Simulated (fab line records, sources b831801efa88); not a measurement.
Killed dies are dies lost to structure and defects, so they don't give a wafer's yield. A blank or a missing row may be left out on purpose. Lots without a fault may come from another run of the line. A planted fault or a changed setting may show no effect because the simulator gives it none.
Which tool did it? | flow sky130 | 10 lots, 30 wafers sampled, at 5 steps of a route of 708

WHAT THE GAUGES READ, wafer by wafer
SKY_CAP2M_RS_MEAS_03: measures by four-point-probe.
lot  | measured     | on            | CAP2M_TIN_RS (ohm/sq)
L962 | day 39 08:13 | film_metro-03 | 6.83 6.85 6.95
L963 | day 40 01:28 | film_metro-03 | 6.95 6.82 6.83
L968 | day 42 08:26 | film_metro-03 | 6.13 6.05 6.08 6.13 6.06 6.07
L971 | day 42 13:32 | film_metro-01 | 6.09 6.08 6.08 6.11 6.09 6.08
L973 | day 42 19:12 | film_metro-04 | 6.95 6.93 6.92
L976 | day 43 12:41 | film_metro-01 | 6.93 6.86 6.89
L981 | day 45 06:29 | film_metro-01 | 6.87 6.84 6.91
L982 | day 45 09:10 | film_metro-04 | 6.90 6.86 6.93
L983 | day 45 12:10 | film_metro-04 | 6.98 6.95 7.02
L985 | day 47 02:11 | film_metro-03 | 6.82 6.96 6.97

WHICH TOOL RAN EACH LOT (tool, then ch and the chambers of the sampled wafers, then the start)
lot  | SKY_VIA3_CMP_02               | SKY_VIA3_SPUTTER_20          | SKY_METAL4_SPUTTER_00        | SKY_CAP2M_SPUTTER_02
L962 | cmp-01 ch 0,2, day 38 04:50   | pvd_sputter-01, day 39 06:58 | pvd_sputter-04, day 39 07:51 | pvd_sputter-01, day 39 08:05
L963 | cmp-02 ch 0,3, day 38 23:05   | pvd_sputter-04, day 40 00:28 | pvd_sputter-03, day 40 01:08 | pvd_sputter-04, day 40 01:22
L968 | cmp-01 ch 0,1,3, day 41 07:41 | pvd_sputter-04, day 42 07:22 | pvd_sputter-02, day 42 08:02 | pvd_sputter-01, day 42 08:17
L971 | cmp-02 ch 0,2,3, day 41 12:23 | pvd_sputter-04, day 42 12:30 | pvd_sputter-02, day 42 13:10 | pvd_sputter-01, day 42 13:25
L973 | cmp-02 ch 0,2, day 41 17:52   | pvd_sputter-02, day 42 18:11 | pvd_sputter-04, day 42 18:52 | pvd_sputter-03, day 42 19:06
L976 | cmp-02 ch 1,2,3, day 42 11:57 | pvd_sputter-02, day 43 11:05 | pvd_sputter-04, day 43 12:20 | pvd_sputter-03, day 43 12:35
L981 | cmp-02 ch 0,1,2, day 44 06:22 | pvd_sputter-04, day 45 05:29 | pvd_sputter-04, day 45 06:08 | pvd_sputter-03, day 45 06:23
L982 | cmp-02 ch 2,3, day 44 08:53   | pvd_sputter-04, day 45 07:40 | pvd_sputter-03, day 45 08:49 | pvd_sputter-04, day 45 09:04
L983 | cmp-02 ch 0,1,2, day 44 11:46 | pvd_sputter-04, day 45 11:09 | pvd_sputter-02, day 45 11:49 | pvd_sputter-03, day 45 12:03
L985 | cmp-02 ch 0,3, day 46 04:02   | pvd_sputter-04, day 47 01:10 | pvd_sputter-03, day 47 01:49 | pvd_sputter-04, day 47 02:04
- SKY_VIA3_CMP_02: polishes SiO2.
- SKY_VIA3_SPUTTER_20: material TiN, target thk 20 nm, time 80 s.
- SKY_METAL4_SPUTTER_00: material Ti, target thk 15 nm, time 10 s.
- SKY_CAP2M_SPUTTER_02: material TiN, target thk 200 nm, time 166.7 s.

THE ANSWER, worked out from the rows above alone
Rule: what is usual is taken from the lots themselves. Put in order of their means at a reading, lots are off if they are a third of the lots or fewer, leave a main group of 4 or more, and stand apart from it by a gap of 3 or more times the standard deviation of the main group's means; of several such gaps the widest counts. A main group whose means are all the same, to the digits that the tables above print for the reading, isn't used. A lot without any number at a reading at which 4 lots or more have one is off too. The other lots that the step has rows for count as sound.
Off: L968, L971, at SKY_CAP2M_RS_MEAS_03 (CAP2M_TIN_RS). The main group: mean 6.91 ohm/sq, standard deviation 0.036.
A tool fits if, at a process step before that reading, it ran every lot that is off, and no sound lot after the first of them. The gauges at SKY_CAP2M_RS_MEAS_03 are tried like those tools. One fits: pvd_sputter-01 at SKY_CAP2M_SPUTTER_02. Its last sound lot is L962 (day 39 08:05), its first lot that is off L968 (day 42 08:17): a fault that began between those two fits.

WHAT THE SIMULATOR HAD PUT IN
Process parameter drift: pvd_sputter-01, from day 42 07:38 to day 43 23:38, at SKY_CAP2M_SPUTTER_02. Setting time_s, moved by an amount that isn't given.
Lots struck among those shown: L968, L971. The rule above found the same.
